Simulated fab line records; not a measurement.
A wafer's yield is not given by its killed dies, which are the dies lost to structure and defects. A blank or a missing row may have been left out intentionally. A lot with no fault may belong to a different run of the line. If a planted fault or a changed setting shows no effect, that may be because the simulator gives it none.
Comparing a struck lot with a sound one -- flow sfqLine -- 13 steps out of a route of 325
Sound: wafers L517.1, L517.2, L517.6. Wafers struck: L521.4, L521.5, L521.6. The cause is named last.
At each step with rows: each side's tool, then ch and its chambers, then its first start. Under that, the readings that differ: sound wafers -- struck wafers -- difference of the means -- sigmas: that difference in standard deviations of wafers without a fault.
alike: words and numbers the same on both sides, and readings whose means are apart by under 2 such deviations; not compared: readings that were withheld, readings missing a value for some wafer, numbers with overlapping values and no deviation given by the record, and bounds like >300 which may hide the same value.
A row with sigmas, a row that says differs or no value, or rows on one side alone: a step with any of these is where the two part. Numbers that have no deviation but don't overlap get no sigmas and don't part them. Lack of a reading on every wafer of one side parts them only where that side has two or more wafers.

SFQ_TRILAYER_C5_BARC_OPEN_VIA_ETCH_210: etches BARC in O2, target depth 125 nm, time 41.7 s.
  sound on rieDiel-03 ch 1,3, day 72 20:23; struck on rieDiel-03 ch 1,2, day 76 17:16
  alike: drypumpMotorCurrentA, oesProductAu
  not compared: rfHoursCounterH
SFQ_TRILAYER_C5_ETCH_VIA_ETCH_154: etches SiO2 in CHF3, stops on Nb, target depth 84 nm.
  sound on rieDiel-03 ch 1,3, day 72 20:26; struck on rieDiel-03 ch 1,2, day 76 17:18
  alike: drypumpMotorCurrentA, oesProductAu
SFQ_TRILAYER_C5_STRIP_STRIP_155: strips in O2.
  sound on rieMetal-04 ch 0,1, day 72 20:28; struck on rieMetal-03 ch 0,1, day 76 17:33
  alike: drypumpMotorCurrentA, oesProductAu, platenTempC
  not compared: rfHoursCounterH
then, 2 steps without rows for these wafers: SFQ_TRILAYER_C5_STRIP_SOLV_CLEAN_156 (cleans in NMP, time 600 s); SFQ_TRILAYER_M6_DEP_PRE_CLEAN_158 (time 22.5 s).
SFQ_TRILAYER_M6_DEP_SPUTTER_157: material Nb, target thk 200 nm, time 133.3 s.
  sound on pvdSputter-03 at day 72 21:17; struck on pvdSputter-04 at day 76 18:09
  alike: throttleValvePct
SFQ_M6_RS_MEAS_938: measures by four-point-probe.
  sound on filmMetro-03 at day 72 21:22; struck on filmMetro-03 at day 76 18:19
reading,sound,struck,difference,sigmas
M6_NB_RS (ohm/sq),0.908 0.902 0.901,0.881 0.877 0.873,-0.027,-3
then, 4 steps without rows for these wafers: SFQ_TRILAYER_M6_LITHO_COAT_164 (resist thk 62 nm); SFQ_TRILAYER_M6_LITHO_COAT_159 (resist thk 600 nm); SFQ_TRILAYER_M6_LITHO_SOFTBAKE_163; SFQ_TRILAYER_M6_LITHO_EXPOSE_160 (exposes mask M6, target cd 500 nm).
SFQ_TRILAYER_M6_LITHO_PEB_162: peb time 60 s.
  sound on lithoTrack-04 ch 0, day 74 22:20; struck on lithoTrack-04, day 78 17:36
  no value came back on the struck wafers for chillPlateTempC (C), exhaustPa (Pa), heaterPowerTotalW (W); on the sound wafers chillPlateTempC (C) reads 22.95 22.89 22.94
then, 1 step without rows for these wafers: SFQ_TRILAYER_M6_LITHO_DEVELOP_161 (time 60 s).

WHERE THEY PART
At SFQ_M6_RS_MEAS_938 first; at SFQ_TRILAYER_M6_LITHO_PEB_162 last (within this record only).

WHY: whatever the simulator had introduced
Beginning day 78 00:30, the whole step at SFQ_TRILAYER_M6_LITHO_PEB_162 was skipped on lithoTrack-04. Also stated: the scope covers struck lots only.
